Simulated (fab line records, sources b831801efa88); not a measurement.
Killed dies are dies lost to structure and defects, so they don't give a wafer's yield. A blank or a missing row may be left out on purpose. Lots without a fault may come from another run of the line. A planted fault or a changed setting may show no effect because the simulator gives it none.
A struck lot beside a sound one | flow sky130 | 28 steps out of a route of 708
Sound: wafers L198.1, L198.3, L198.5. Struck: wafers L193.1, L193.4. The cause comes at the end.
At each step with rows: each side's tool, then ch and its chambers, then its first start. Under that, the readings that differ: sound wafers | struck wafers | difference of the means | sigmas: that difference in standard deviations of wafers without a fault.
alike: readings whose means differ by less than 2 such deviations, and words and numbers that are the same on both sides. not compared: withheld readings, readings that some wafer has no value for, bounds like >300 that may hide the same value, and numbers for which the record gives no deviation and whose values overlap.
The two part at a step that has a row with sigmas, a row that says differs or no value, or rows on one side only. Numbers that don't overlap but have no deviation are shown without sigmas and don't part them. A reading that every wafer of one side lacks parts them only if that side has two wafers or more.

first, 1 step without rows for these wafers: SKY_VIA2_SPUTTER_20 (material TiN, target thk 20 nm, time 80 s).
SKY_VIA2_CVD_21: deposits W, target thk 420 nm, time 126.4 s.
  sound on cvd_w-01 ch 0,1, day 41 07:41; struck on cvd_w-01 ch 1, day 39 20:45
  alike: heater_power_w
SKY_VIA2_RS_MEAS_22: measures by four-point-probe.
  sound on film_metro-02, day 41 07:49; struck on film_metro-02, day 39 20:53
  alike: VIA2_W_RS
SKY_VIA2_THK_MEAS_23: measures by xrf.
  sound on film_metro-02, day 41 07:56; struck on film_metro-02, day 39 21:00
  alike: VIA2_W_THK
SKY_VIA2_CMP_24: polishes, stops on SiO2, t overpolish 20 s, target thk 0 nm.
  sound on cmp-02 ch 0,1, day 41 07:59; struck on cmp-02 ch 0,2, day 39 21:04
  alike: head_pressure_psi, motor_current_A, overpolish_run_s, slurry_flow_ml_min, time_to_endpoint_s
SKY_METAL3_SPUTTER_00: material Ti, target thk 15 nm, time 10 s.
  sound on pvd_sputter-03, day 41 08:17; struck on pvd_sputter-03, day 39 21:22
  alike: cathode_dc_power_W, throttle_valve_pct
then, 2 steps without rows for these wafers: SKY_METAL3_SPUTTER_01 (material TiN, target thk 20 nm, time 16.7 s); SKY_METAL3_SPUTTER_02 (material AlCu, target thk 735 nm, time 39.1 s).
SKY_METAL3_SPUTTER_03: material Ti, target thk 5 nm, time 3.3 s.
  sound on pvd_sputter-03, day 41 08:23; struck on pvd_sputter-03, day 39 21:26
  alike: cathode_dc_power_W, throttle_valve_pct
then, 1 step without rows for these wafers: SKY_METAL3_SPUTTER_04 (material TiN, target thk 70 nm, time 58.3 s).
SKY_CAPM_CVD_00: deposits SiO2, target thk 15.5 nm.
  sound on pecvd-02 ch 0,2, day 41 08:27; struck on pecvd-01 ch 1, day 39 21:31
  alike: heater_power_w
SKY_CAPM_THK_MEAS_01:
  sound on film_metro-04, day 41 08:28; struck on film_metro-02, day 39 21:32
  alike: CAPM_CVD_00_THK
SKY_CAPM_SPUTTER_02: material TiN, target thk 200 nm, time 166.7 s.
  sound on pvd_sputter-02, day 41 08:32; struck on pvd_sputter-01, day 39 21:36
  reading                                  | sound             | struck      | difference | sigmas
  model.TiN_of_CAPM_SPUTTER_02.thk_nm (nm) | 199.7 198.5 199.8 | 263.2 261.8 | +63.2      |
  alike: cathode_dc_power_W, throttle_valve_pct
SKY_CAPM_RS_MEAS_03: measures by four-point-probe.
  sound on film_metro-03, day 41 08:38; struck on film_metro-03, day 39 21:43
  reading              | sound          | struck    | difference | sigmas
  CAPM_TIN_RS (ohm/sq) | 6.91 6.94 6.91 | 5.21 5.23 | -1.70      | -29
SKY_CAPM_THK_MEAS_04: measures by xrf.
  sound on film_metro-03, day 41 08:46; struck on film_metro-03, day 39 21:50
  reading           | sound             | struck      | difference | sigmas
  CAPM_TIN_THK (nm) | 199.1 198.0 198.9 | 261.1 259.0 | +61.4      | +34
then, 7 steps without rows for these wafers: SKY_CAPM_DEHYDRATE_05 (time 60 s); SKY_CAPM_HMDS_06 (prime time 60 s); SKY_CAPM_COAT_07 (resist thk 1140 nm); SKY_CAPM_SOFTBAKE_08 (time 60 s); SKY_CAPM_EXPOSE_09 (exposes mask CAPM, target cd 1000 nm); SKY_CAPM_PEB_10; SKY_CAPM_DEVELOP_11 (develop time 60 s).
SKY_CAPM_OVL_MEAS_12:
  sound on overlay-02, day 42 08:13; struck on overlay-02, day 40 22:16
  alike: CAPM_OVL
SKY_CAPM_METAL_ETCH_13: etches TiN in Cl2/BCl3, stops on SiO2, target depth 220 nm, time 62.9 s.
  sound on rie_metal-02 ch 0, day 42 08:16; struck on rie_metal-04 ch 0, day 40 22:19
  reading                | sound                | struck        | difference | sigmas
  oes_product_au (a.u.)  | 0.939 0.934 0.937    | 1.007 1.016   | +0.075     | +11
  throttle_valve_pct (%) | 21.883 21.886 21.909 | 21.858 21.851 | -0.038     | -4
  alike: drypump_motor_current_A
  not compared: rf_hours_counter_h
then, 1 step without rows for these wafers: SKY_CAPM_STRIP_14 (strips in O2/N2).
SKY_CAPM_STRIP_15: strips in post etch residue remover, time 1200 s.
  sound on wet_bench-01 ch 3, day 42 08:26; struck on wet_bench-02 ch 3, day 40 22:29
  reading                                  | sound             | struck      | difference | sigmas
  bath_guard_temp_C (C)                    | 72.9 72.3 73.1    | 72.0 71.8   | -0.9       | -2
  model.TiN_of_CAPM_SPUTTER_02.thk_nm (nm) | 199.3 198.1 199.3 | 262.8 261.4 | +63.2      |
then, 1 step without rows for these wafers: SKY_CAPM_CLEAN_16 (cleans in IPA, time 180 s).
-- the record jumps here: 8 days lie between the struck wafers' starts before and after (it left off in module CAPM and takes up again in module PAD_OPEN, whose first step shown is number 708 of the route) --
SKY_PAD_OPEN_PROBE_99:
  sound on prober-01, day 49 18:41; struck on prober-01, day 48 16:46
  reading                  | sound          | struck    | difference | sigmas
  defect_limited_yield (%) | 84.8 84.1 84.6 | 0 0       | -84        | -42
  killed_at_other          | 0 0 0          | 402 405   | +404       | +99 or more
  killed_dies              | 75 78 76       | 492 492   | +416       | +43
  killed_on_rim            | 10 14 13       | 96 96     | +84        | +20
  sort_bin_3_pad_short (%) | 0.4 1.4 0.4    | 83.1 83.3 | +82.5      | +99 or more
  sort_n_pass              | 417 414 416    | 0 0       | -416       | -43
  sort_yield_pct (%)       | 84.8 84.1 84.6 | 0 0       | -84        | -42
  alike: killed_at_M0_to_M3, killed_at_M4_up, killed_at_contacts, killed_at_front_end, killed_open, killed_short, sort_bin_5_function, sort_bin_6_memory

WHERE THEY PART
First at SKY_CAPM_RS_MEAS_03; last, within this record, at SKY_PAD_OPEN_PROBE_99.

WHY: what the simulator had put in
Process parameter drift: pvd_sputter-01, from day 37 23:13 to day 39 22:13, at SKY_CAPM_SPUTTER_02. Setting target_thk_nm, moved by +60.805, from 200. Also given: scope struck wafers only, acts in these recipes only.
